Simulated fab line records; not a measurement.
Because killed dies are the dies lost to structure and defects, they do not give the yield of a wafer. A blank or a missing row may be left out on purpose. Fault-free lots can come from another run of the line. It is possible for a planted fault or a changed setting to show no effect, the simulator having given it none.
fab line records | flow sky130
record lots=12 | wafers=36 | last_day=49
route steps=708 shown LDD_LDN@301 VIA2@527 METAL3@566 METAL4@599 PAD_OPEN@708
lots untouched by any fault: they come from a run of this same line in which no faults occurred
start_h: the number of hours between the record's first day and the start of the first shown wafer of the lot | wait_h: hours from the lot's prior step to this one | " identical to the entry in the row above | L1.1+2: one row covering several wafers at once | - value missing, or start not given | * or withheld: withheld | < > ~ a bound
route shown NAME@n: a module of which the file shows steps, and the number in the route of the first | usual: mean/standard deviation taken from wafers without a fault | same: alike in all rows | chamber/n: place in a boat | sites: readings site by site | _std_site: how widely they spread, as a standard deviation | _edge_site: inner sites' mean taken away from outer sites' mean | radius_mm: how far each site lies from the wafer's centre | mask NAME#n: copy n | behind: the last tool/chamber to shape the wafer | hold: why the lot went on hold/how many hours it stayed there/how the hold came to an end | device: transistor that didn't switch, given as n, p or np | end of line: the tests these same wafers got at the end of their route | a step given without rows: its recipe and nothing more | killed: at the first sort, the dies lost to defects and structure; wafer yield is something else | map: shows each die of a wafer: x if killed, . if not, _ if none is there
set.NAME: the setting that was run; set.NAME@STEP: the one run at that earlier step | model.NAME: the simulator's own value behind a step, which no gauge read
steps of the route over a sample of lots; a table a step, a row a wafer
services: from which hour (start_h, from the record's first day; less than 0 if before it) a tool's chamber was out of use, for how many hours, and why
## steps
# step SKY_LDD_LDN_STRIP_12
# recipe chemistry=O2/N2 | power_w=1400 | pressure_mtorr=1500 | platen_temp_c=withheld | o2_flow_sccm=3000 | n2_flow_sccm=300 | overash_fraction=0.5
# usual drypump_motor_current_A=5.3/0.46 | oes_product_au=0.716/0.0047 | strip_time_to_endpoint_s=14.16/0.041
lot.wafer | tool            | chamber | start_h | wait_h | drypump_motor_current_A | oes_product_au | rf_hours_counter_h | strip_time_to_endpoint_s
L652.1    | plasma_asher-04 | 1       | 520.92  | 0.1    | 4.7                     | 0.716          | 38                 | 14.22
L652.4    | "               | 1       | "       | "      | 4.7                     | 0.718          | -                  | 14.22
L652.5    | "               | 1       | "       | "      | 4.7                     | 0.726          | -                  | 14.23
L653.1    | plasma_asher-04 | 0       | 540.39  | 0.1    | 5.9                     | 0.721          | 40                 | 14.20
L653.3    | "               | 1       | "       | "      | 4.7                     | 0.720          | -                  | 14.20
L653.4    | "               | 0       | "       | "      | 5.9                     | 0.708          | -                  | 14.20
L654.1    | plasma_asher-03 | 0       | 544.61  | 0.1    | 5.6                     | 0.719          | 74                 | 14.15
L654.3    | "               | 1       | "       | "      | 5.3                     | 0.718          | -                  | 14.18
L654.6    | "               | 0       | "       | "      | 5.5                     | 0.714          | -                  | 14.15
L655.1    | plasma_asher-04 | 0       | 573.32  | 0.1    | 5.9                     | 0.714          | 43                 | 14.14
L655.2    | "               | 1       | "       | "      | 4.7                     | 0.714          | 43                 | 14.13
L655.6    | "               | 0       | "       | "      | 5.9                     | 0.714          | -                  | 14.16
L656.3    | plasma_asher-01 | 0       | 576.44  | 0.1    | 4.9                     | 0.946          | -                  | -
L656.4    | "               | 1       | "       | "      | 5.1                     | 0.947          | -                  | -
L656.5    | "               | 0       | "       | "      | 4.9                     | 0.944          | -                  | -
L659.1    | plasma_asher-04 | 0       | 591.59  | 0.1    | 5.9                     | 0.718          | 45                 | 14.19
L659.4    | "               | 1       | "       | "      | 4.7                     | 0.711          | -                  | 14.15
L659.6    | "               | 1       | "       | "      | 4.7                     | 0.710          | -                  | 14.20
L665.1    | plasma_asher-01 | 1       | 639.69  | 0.1    | 5.1                     | 0.717          | 97                 | 14.13
L665.3    | "               | 0       | "       | "      | 4.9                     | 0.718          | -                  | 14.12
L665.6    | "               | 0       | "       | "      | 4.9                     | 0.725          | -                  | 14.15
L667.1    | plasma_asher-03 | 0       | 656.56  | 0.1    | 5.5                     | 0.710          | 80                 | 14.12
L667.3    | "               | 0       | "       | "      | 5.5                     | 0.720          | -                  | 14.07
L667.5    | "               | 1       | "       | "      | 5.3                     | 0.716          | -                  | 14.06
L668.1    | plasma_asher-03 | 0       | 663.67  | 0.1    | 5.5                     | 0.716          | 81                 | 14.16
L668.2    | "               | 1       | "       | "      | 5.3                     | 0.711          | 81                 | 14.15
L668.5    | "               | 1       | "       | "      | 5.3                     | 0.722          | -                  | 14.19
L670.1    | plasma_asher-01 | 1       | 673.62  | 0.1    | 5.1                     | 0.712          | 100                | 14.20
L670.2    | "               | 0       | "       | "      | 4.9                     | 0.714          | 100                | 14.20
L670.5    | "               | 0       | "       | "      | 4.9                     | 0.716          | -                  | 14.22
L669.1    | plasma_asher-01 | 0       | 675.56  | 0.1    | 4.9                     | 0.716          | 101                | 14.13
L669.3    | "               | 0       | "       | "      | 4.9                     | 0.717          | -                  | 14.13
L669.5    | "               | 1       | "       | "      | 5.1                     | 0.719          | -                  | 14.11
L671.2    | plasma_asher-01 | 1       | 677.66  | 0.1    | 5.1                     | 0.723          | 101                | 14.16
L671.3    | "               | 1       | "       | "      | 5.1                     | 0.713          | -                  | 14.15
L671.6    | "               | 1       | "       | "      | 5.1                     | 0.725          | -                  | 14.16
# step SKY_VIA2_SPUTTER_20
# recipe material=TiN | target_thk_nm=20 | chamber_pressure_pa=5 | power_w=4000 | time_s=80
# usual throttle_valve_pct=29.6/0.96
lot.wafer | tool           | chamber | start_h | wait_h | throttle_valve_pct
L652.1    | pvd_sputter-01 | -       | 845.13  | 0.0    | 28.8
L652.4    | "              | -       | "       | "      | 31.5
L652.5    | "              | -       | "       | "      | 29.7
L653.1    | pvd_sputter-03 | -       | 860.39  | 0.0    | 30.4
L653.3    | "              | -       | "       | "      | 30.1
L653.4    | "              | -       | "       | "      | 29.9
L654.1    | pvd_sputter-04 | -       | 866.32  | 0.0    | 28.0
L654.3    | "              | -       | "       | "      | 29.9
L654.6    | "              | -       | "       | "      | 29.9
L655.1    | pvd_sputter-01 | -       | 890.72  | 0.0    | 31.4
L655.2    | "              | -       | "       | "      | 29.8
L655.6    | "              | -       | "       | "      | 29.7
L659.1    | pvd_sputter-04 | -       | 906.48  | 0.0    | 27.9
L659.4    | "              | -       | "       | "      | 29.8
L659.6    | "              | -       | "       | "      | 27.8
L665.1    | pvd_sputter-04 | -       | 948.28  | 0.0    | 28.0
L665.3    | "              | -       | "       | "      | 29.6
L665.6    | "              | -       | "       | "      | 29.9
L667.1    | pvd_sputter-01 | -       | 960.88  | 0.0    | 29.9
L667.3    | "              | -       | "       | "      | 31.3
L667.5    | "              | -       | "       | "      | 29.0
L668.1    | pvd_sputter-04 | -       | 968.13  | 0.0    | 28.0
L668.2    | "              | -       | "       | "      | 29.5
L668.5    | "              | -       | "       | "      | 27.6
L670.1    | pvd_sputter-04 | -       | 976.52  | 0.0    | 27.9
L670.2    | "              | -       | "       | "      | 29.4
L670.5    | "              | -       | "       | "      | 27.8
L669.1    | pvd_sputter-04 | -       | 977.84  | 0.0    | 29.9
L669.3    | "              | -       | "       | "      | 27.8
L669.5    | "              | -       | "       | "      | 29.8
L671.2    | pvd_sputter-01 | -       | 980.15  | 0.0    | 28.9
L671.3    | "              | -       | "       | "      | 31.0
L671.6    | "              | -       | "       | "      | 30.8
# step SKY_METAL3_ETCH_16
# recipe chemistry=N2/H2 | target=BARC | ion_energy_ev=200 | bias_w=100 | pressure_mtorr=30 | n2_flow_sccm=100 | h2_flow_sccm=200 | icp_w=500 | stop_on=SiO2 | time_s=88.2 | target_depth_a=600
# usual drypump_motor_current_A=5.5/0.35 | he_backside_leak_sccm=3.31/0.21 | oes_product_au=0.626/0.0045 | throttle_valve_pct=13.205/0.0088
lot.wafer | tool         | chamber | start_h | wait_h | drypump_motor_current_A | he_backside_leak_sccm | oes_product_au | rf_hours_counter_h | throttle_valve_pct
L652.1    | rie_metal-03 | 1       | 899.35  | 0.0    | 5.7                     | 3.42                  | 0.626          | 2                  | 13.208
L652.4    | "            | 0       | "       | "      | 5.4                     | 3.18                  | 0.627          | -                  | 13.201
L652.5    | "            | 0       | "       | "      | 5.4                     | 3.23                  | 0.627          | -                  | 13.213
L653.1    | rie_metal-03 | 0       | 912.65  | 0.0    | 5.4                     | 3.28                  | 0.630          | 7                  | 13.207
L653.3    | "            | 0       | "       | "      | 5.4                     | 3.16                  | 0.626          | -                  | 13.195
L653.4    | "            | 1       | "       | "      | 5.7                     | 2.99                  | 0.620          | -                  | 13.213
L654.1    | rie_metal-01 | 0       | 920.00  | 0.0    | 6.0                     | 3.28                  | 0.622          | 20                 | 13.190
L654.3    | "            | 0       | "       | "      | 5.9                     | 3.22                  | 0.630          | -                  | 13.222
L654.6    | "            | 0       | "       | "      | 6.0                     | 3.29                  | 0.627          | -                  | 13.203
L655.1    | rie_metal-02 | 1       | 942.11  | 0.0    | 5.9                     | 3.02                  | 0.620          | 7                  | 13.204
L655.2    | "            | 0       | "       | "      | 5.3                     | 3.48                  | 0.627          | 3                  | 13.200
L655.6    | "            | 0       | "       | "      | 5.3                     | 3.52                  | 0.620          | -                  | 13.198
L659.1    | rie_metal-03 | 1       | 957.75  | 0.0    | 5.7                     | 3.42                  | 0.629          | 4                  | 13.203
L659.4    | "            | 0       | "       | "      | 5.4                     | 3.04                  | 0.623          | -                  | 13.206
L659.6    | "            | 0       | "       | "      | 5.4                     | 3.17                  | 0.622          | -                  | 13.207
L665.1    | rie_metal-03 | 1       | 998.75  | 0.0    | 5.7                     | 3.30                  | 0.632          | 6                  | 13.213
L665.3    | "            | 0       | "       | "      | 5.4                     | 3.20                  | 0.629          | -                  | 13.206
L665.6    | "            | 1       | "       | "      | 5.7                     | 3.30                  | 0.629          | -                  | 13.212
L667.1    | rie_metal-01 | 1       | 1009.69 | 0.1    | 5.0                     | 3.44                  | 0.628          | 19                 | 13.194
L667.3    | "            | 1       | "       | "      | 5.0                     | 3.39                  | 0.637          | -                  | 13.207
L667.5    | "            | 1       | "       | "      | 5.0                     | 3.27                  | 0.630          | -                  | 13.202
L668.1    | rie_metal-01 | 1       | 1015.34 | 0.1    | 5.0                     | 3.26                  | 0.628          | 20                 | 13.196
L668.2    | "            | 1       | "       | "      | 5.0                     | 3.36                  | 0.630          | -                  | 13.208
L668.5    | "            | 1       | "       | "      | 5.0                     | 3.65                  | 0.636          | -                  | 13.197
L670.1    | rie_metal-01 | 1       | 1024.95 | 0.1    | 5.0                     | 3.41                  | 0.630          | 21                 | 13.208
L670.2    | "            | 1       | "       | "      | 5.0                     | 3.36                  | 0.627          | -                  | 13.201
L670.5    | "            | 1       | "       | "      | 5.0                     | 3.42                  | 0.629          | -                  | 13.202
L669.1    | rie_metal-02 | 1       | 1026.26 | 0.0    | 5.9                     | 3.25                  | 0.626          | 13                 | 13.201
L669.3    | "            | 1       | "       | "      | 5.9                     | 3.07                  | 0.627          | -                  | 13.207
L669.5    | "            | 0       | "       | "      | 5.3                     | 3.54                  | 0.623          | -                  | 13.200
L671.2    | rie_metal-03 | 1       | 1029.16 | 0.0    | 5.7                     | 3.42                  | 0.625          | 8                  | 13.198
L671.3    | "            | 1       | "       | "      | 5.7                     | 3.18                  | 0.627          | -                  | 13.213
L671.6    | "            | 0       | "       | "      | 5.4                     | 3.37                  | 0.625          | -                  | 13.208
# step SKY_METAL4_SPUTTER_01
# recipe material=TiN | target_thk_nm=20 | power_w=6500 | time_s=16.7 | chamber_pressure_pa=0.4
# usual throttle_valve_pct=29.8/0.99
lot.wafer | tool           | chamber | start_h | wait_h | throttle_valve_pct
L652.1    | pvd_sputter-01 | -       | 927.80  | 0.0    | 31.2
L652.4    | "              | -       | "       | "      | 29.0
L652.5    | "              | -       | "       | "      | 28.9
L653.1    | pvd_sputter-03 | -       | 940.26  | 0.0    | 30.5
L653.3    | "              | -       | "       | "      | 29.6
L653.4    | "              | -       | "       | "      | 30.1
L654.1    | pvd_sputter-01 | -       | 947.97  | 0.0    | 31.1
L654.3    | "              | -       | "       | "      | 29.4
L654.6    | "              | -       | "       | "      | 31.5
L655.1    | pvd_sputter-04 | -       | 969.13  | 0.0    | 29.6
L655.2    | "              | -       | "       | "      | 29.7
L655.6    | "              | -       | "       | "      | 29.8
L659.1    | pvd_sputter-03 | -       | 984.25  | 0.0    | 29.9
L659.4    | "              | -       | "       | "      | 29.9
L659.6    | "              | -       | "       | "      | 29.9
L665.1    | pvd_sputter-01 | -       | 1024.31 | 0.0    | 28.5
L665.3    | "              | -       | "       | "      | 31.0
L665.6    | "              | -       | "       | "      | 28.7
L667.1    | pvd_sputter-01 | -       | 1036.25 | 0.0    | 28.9
L667.3    | "              | -       | "       | "      | 31.5
L667.5    | "              | -       | "       | "      | 31.0
L668.1    | pvd_sputter-01 | -       | 1041.10 | 0.0    | 31.1
L668.2    | "              | -       | "       | "      | 29.5
L668.5    | "              | -       | "       | "      | 29.5
L670.1    | pvd_sputter-01 | -       | 1050.47 | 0.0    | 28.9
L670.2    | "              | -       | "       | "      | 31.3
L670.5    | "              | -       | "       | "      | 28.7
L669.1    | pvd_sputter-04 | -       | 1051.88 | 0.0    | 29.9
L669.3    | "              | -       | "       | "      | 29.7
L669.5    | "              | -       | "       | "      | 29.4
L671.2    | pvd_sputter-03 | -       | 1054.76 | 0.0    | 30.1
L671.3    | "              | -       | "       | "      | 29.9
L671.6    | "              | -       | "       | "      | 30.2
# step SKY_PAD_OPEN_PROBE_99
# usual killed_at_M0_to_M3=43/7.1 | killed_at_M4_up=3.1/1.7 | killed_at_contacts=23/5.1 | killed_at_front_end=14/4.4 | killed_at_other=0.3/0.47 | killed_dies=84/9.9 | killed_on_rim=16/3.8 | killed_open=45/6.6 | killed_short=38/6.8
# same gross_dies=492 | killed_at_back_side=0
lot.wafer | tool      | chamber | start_h | wait_h | killed_at_M0_to_M3 | killed_at_M4_up | killed_at_contacts | killed_at_front_end | killed_at_other | killed_dies | killed_on_rim | killed_open | killed_short
L656.3    | prober-01 | -       | 1111.23 | 0.2    | 55                 | 3               | 18                 | 415                 | 1               | 492         | 96            | 49          | 40
L656.4    | prober-01 | -       | 1111.28 | 0.2    | 39                 | 4               | 15                 | 434                 | 0               | 492         | 96            | 41          | 36
L656.5    | prober-01 | -       | 1111.33 | 0.2    | 43                 | 3               | 34                 | 412                 | 0               | 492         | 96            | 53          | 45
# killed by level:class
L656.3 SPACER:area_cvd=403 METAL2:geometric_particle:short=11 CONTACT:geometric_particle:open=10 VIA1:geometric_particle:short=10 VIA2:geometric_particle:open=9 FIELD_ISO:geometric_particle:open=7 VIA3:geometric_particle:open=6 VIA1:geometric_particle:open=5
L656.4 SPACER:area_cvd=415 VIA1:geometric_particle:open=11 FIELD_ISO:geometric_particle:open=7 FIELD_ISO:geometric_particle:short=7 METAL1:geometric_particle:short=7 CONTACT:geometric_particle:open=5 LI_CONTACT:geometric_particle:open=5 METAL2:geometric_particle:short=5
L656.5 SPACER:area_cvd=394 CONTACT:geometric_particle:open=12 VIA1:geometric_particle:open=11 LI_CONTACT:geometric_particle:open=9 FIELD_ISO:geometric_particle:open=7 VIA2:geometric_particle:open=7 FIELD_ISO:geometric_particle:short=6 LI_CONTACT:geometric_particle:short=5
## services
tool            | chamber | start_h | hours | kind
plasma_asher-01 | -       | 578.85  | 2.8   | pm
plasma_asher-01 | -       | 591.32  | 3.3   | repair
pvd_sputter-04  | -       | 593.83  | 4.0   | repair
pvd_sputter-03  | -       | 608.74  | 1.7   | repair
pvd_sputter-03  | -       | 656.71  | 2.8   | repair
rie_metal-03    | -       | 690.21  | 2.8   | pm
rie_metal-03    | -       | 703.11  | 14.6  | pm
rie_metal-03    | -       | 728.13  | 1.4   | pm
plasma_asher-01 | -       | 733.75  | 9.0   | pm
plasma_asher-01 | -       | 750.62  | 2.0   | repair
rie_metal-03    | -       | 777.08  | 0.6   | repair
pvd_sputter-01  | -       | 777.99  | 8.0   | repair
pvd_sputter-01  | -       | 798.65  | 1.4   | repair
plasma_asher-01 | -       | 833.83  | 1.3   | repair
pvd_sputter-01  | -       | 854.80  | 13.4  | repair
plasma_asher-01 | -       | 870.22  | 0.4   | repair
pvd_sputter-04  | -       | 881.61  | 1.2   | repair
pvd_sputter-01  | -       | 884.34  | 2.2   | repair
pvd_sputter-01  | -       | 917.96  | 1.3   | repair
pvd_sputter-04  | -       | 955.68  | 3.5   | repair
rie_metal-03    | 1       | 971.88  | 3.1   | repair
rie_metal-03    | -       | 1047.51 | 0.3   | repair
pvd_sputter-01  | -       | 1053.21 | 12.4  | repair
rie_metal-03    | 1       | 1053.22 | 110.0 | repair
## key
first_sign step=SKY_LDD_LDN_STRIP_12 | reading=oes_product_au | direction=up | sigmas=49 | usual=0.716 | struck=0.946
effect step=SKY_PAD_OPEN_PROBE_99 | reading=killed_at_front_end | direction=up | sigmas=93 | usual=14 | struck=420
more_kills_born_at SKY_SPACER_CVD_00@lpcvd-02=1212
met_at SKY_LDD_LDN_STRIP_12
struck_lots L656
later_rows_left_out L656.3,L656.4,L656.5
tester_left_out L656
not_acting_at SKY_VIA2_SPUTTER_20,SKY_METAL3_ETCH_16,SKY_METAL4_SPUTTER_01
fault kind=strip_aborted | tool=plasma_asher-01 | chamber=- | onset_h=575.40 | steps=SKY_LDD_LDN_STRIP_12 | offset=0.54228 | end_h=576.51
# tester_left_out: of these lots the tester's yield and bins aren't shown, on N5 and GAA mostly nor the transistor test; their killed dies are dies lost to structure and defects alone, not to doping, threshold or leakage, so they don't give the yield
# later_rows_left_out: the simulator's readings of these wafers behind a module that went badly wrong aren't trusted and aren't shown, but for the sort
